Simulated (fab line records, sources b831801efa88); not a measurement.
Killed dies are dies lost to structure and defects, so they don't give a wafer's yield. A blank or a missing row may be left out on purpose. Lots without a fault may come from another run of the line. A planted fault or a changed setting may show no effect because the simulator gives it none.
Which tool did it? | flow sfq_line | 14 lots, 42 wafers sampled, at 3 steps of a route of 325

WHAT THE GAUGES READ, wafer by wafer
SFQ_L0_RS_MEAS_901: measures by four-point-probe.
lot  | measured    | on            | L0_MONX_KI_RS (ohm/sq)
L943 | day 1 17:35 | film_metro-04 | 43.5 43.2 43.9
L946 | day 2 08:34 | film_metro-04 | 43.8 43.6 43.5
L947 | day 2 13:34 | film_metro-02 | 44.3 44.2 43.7
L948 | day 2 18:35 | film_metro-02 | 43.2 43.8 43.5
L949 | day 2 23:34 | film_metro-02 | 43.7 44.3 43.9
L950 | day 3 04:36 | film_metro-03 | 43.8 43.2 43.8
L951 | day 3 09:34 | film_metro-04 | 42.9 43.0 42.9
L953 | day 3 19:34 | film_metro-04 | 43.9 43.7 43.9
L954 | day 4 00:35 | film_metro-03 | 42.9 42.7 43.1
L955 | day 4 05:35 | film_metro-03 | 43.7 43.7 43.8
L961 | day 5 11:34 | film_metro-02 | 46.2 46.5 46.3
L962 | day 5 16:35 | film_metro-02 | 45.0 46.6 46.1
L963 | day 5 21:34 | film_metro-03 | 44.2 43.7 43.8
L964 | day 6 02:37 | film_metro-03 | 43.8 43.9 43.0

SFQ_L0_THK_MEAS_902: measures by xrf.
lot  | measured    | on            | L0_MONX_KI_THK (nm)
L943 | day 1 17:41 | film_metro-04 | 40.7 41.2 40.2
L946 | day 2 08:41 | film_metro-04 | 40.5 40.6 40.5
L947 | day 2 13:41 | film_metro-02 | 40.1 40.1 40.6
L948 | day 2 18:41 | film_metro-02 | 41.1 40.5 40.7
L949 | day 2 23:41 | film_metro-02 | 40.5 40.0 40.8
L950 | day 3 04:42 | film_metro-03 | 40.1 41.3 40.4
L951 | day 3 09:41 | film_metro-04 | 41.5 41.2 41.4
L953 | day 3 19:41 | film_metro-04 | 40.5 40.7 40.7
L954 | day 4 00:41 | film_metro-03 | 41.0 41.2 41.0
L955 | day 4 05:41 | film_metro-03 | 40.2 40.3 40.5
L961 | day 5 11:41 | film_metro-02 | 38.5 38.0 38.1
L962 | day 5 16:41 | film_metro-02 | 39.4 38.1 38.2
L963 | day 5 21:41 | film_metro-03 | 40.2 40.7 40.4
L964 | day 6 02:43 | film_metro-03 | 40.6 40.5 41.2

WHICH TOOL RAN EACH LOT (tool, then ch and the chambers of the sampled wafers, then the start)
lot  | SFQ_TRILAYER_L0_DEP_SPUTTER_003
L943 | pvd_sputter-04, day 1 17:29
L946 | pvd_sputter-03, day 2 08:29
L947 | pvd_sputter-04, day 2 13:29
L948 | pvd_sputter-05, day 2 18:29
L949 | pvd_sputter-05, day 2 23:29
L950 | pvd_sputter-04, day 3 04:29
L951 | pvd_sputter-03, day 3 09:29
L953 | pvd_sputter-05, day 3 19:29
L954 | pvd_sputter-04, day 4 00:29
L955 | pvd_sputter-03, day 4 05:29
L961 | pvd_sputter-04, day 5 11:29
L962 | pvd_sputter-04, day 5 16:29
L963 | pvd_sputter-05, day 5 21:29
L964 | pvd_sputter-03, day 6 02:29
- SFQ_TRILAYER_L0_DEP_SPUTTER_003: material MoNx KI, target thk 40 nm, time 100 s.

WHAT THE TOOLS THEMSELVES READ (means of the sampled wafers that have a number; where no wafer has one, the mark that the record gives instead)
SFQ_TRILAYER_L0_DEP_SPUTTER_003.
lot  | tool           | cathode_dc_power_W (W) | throttle_valve_pct (%)
L943 | pvd_sputter-04 | 800.08                 | 29.2
L946 | pvd_sputter-03 | 799.93                 | 29.7
L947 | pvd_sputter-04 | 800.13                 | 29.3
L948 | pvd_sputter-05 | 800.00                 | 30.5
L949 | pvd_sputter-05 | 800.05                 | 30.0
L950 | pvd_sputter-04 | 799.83                 | 29.3
L951 | pvd_sputter-03 | 799.97                 | 29.7
L953 | pvd_sputter-05 | 799.90                 | 29.2
L954 | pvd_sputter-04 | 799.90                 | 29.4
L955 | pvd_sputter-03 | 800.01                 | 29.9
L961 | pvd_sputter-04 | 765.10                 | 29.6
L962 | pvd_sputter-04 | 765.04                 | 30.0
L963 | pvd_sputter-05 | 799.85                 | 30.1
L964 | pvd_sputter-03 | 800.05                 | 29.5

THE ANSWER, worked out from the rows above alone
Rule: what is usual is taken from the lots themselves. Put in order of their means at a reading, lots are off if they are a third of the lots or fewer, leave a main group of 4 or more, and stand apart from it by a gap of 3 or more times the standard deviation of the main group's means; of several such gaps the widest counts. A main group whose means are all the same, to the digits that the tables above print for the reading, isn't used. A lot without any number at a reading at which 4 lots or more have one is off too. The other lots that the step has rows for count as sound. The gauges are gone through in route order, then the tools' own readings, and for those a lot's mean is taken as printed above. The first step at which some lot is off is used, and at that step the reading that is off furthest; a lot without a number counts as furthest.
Off: L961, L962, at SFQ_L0_RS_MEAS_901 (L0_MONX_KI_RS). The main group: mean 43.6 ohm/sq, standard deviation 0.35.
A tool fits if, at a process step before that reading, it ran every lot that is off, and no sound lot after the first of them. The gauges at SFQ_L0_RS_MEAS_901 aren't tried: what is off there is off at SFQ_TRILAYER_L0_DEP_SPUTTER_003 too, on other tools, and a gauge's error can't cause that. One fits: pvd_sputter-04 at SFQ_TRILAYER_L0_DEP_SPUTTER_003. Its last sound lot is L954 (day 4 00:29), its first lot that is off L961 (day 5 11:29): a fault that began between those two fits.
The tool's own readings at SFQ_TRILAYER_L0_DEP_SPUTTER_003 bear it out: on the lots that are off they differ by more than 5 times the standard deviation of the sound lots' means. cathode_dc_power_W reads 765.07 W there against 799.98 W on the sound lots.

WHAT THE SIMULATOR HAD PUT IN
Process parameter drift: pvd_sputter-04, from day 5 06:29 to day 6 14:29, at SFQ_TRILAYER_L0_DEP_SPUTTER_003. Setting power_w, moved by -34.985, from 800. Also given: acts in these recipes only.
Lots struck among those shown: L961, L962. The rule above found the same.
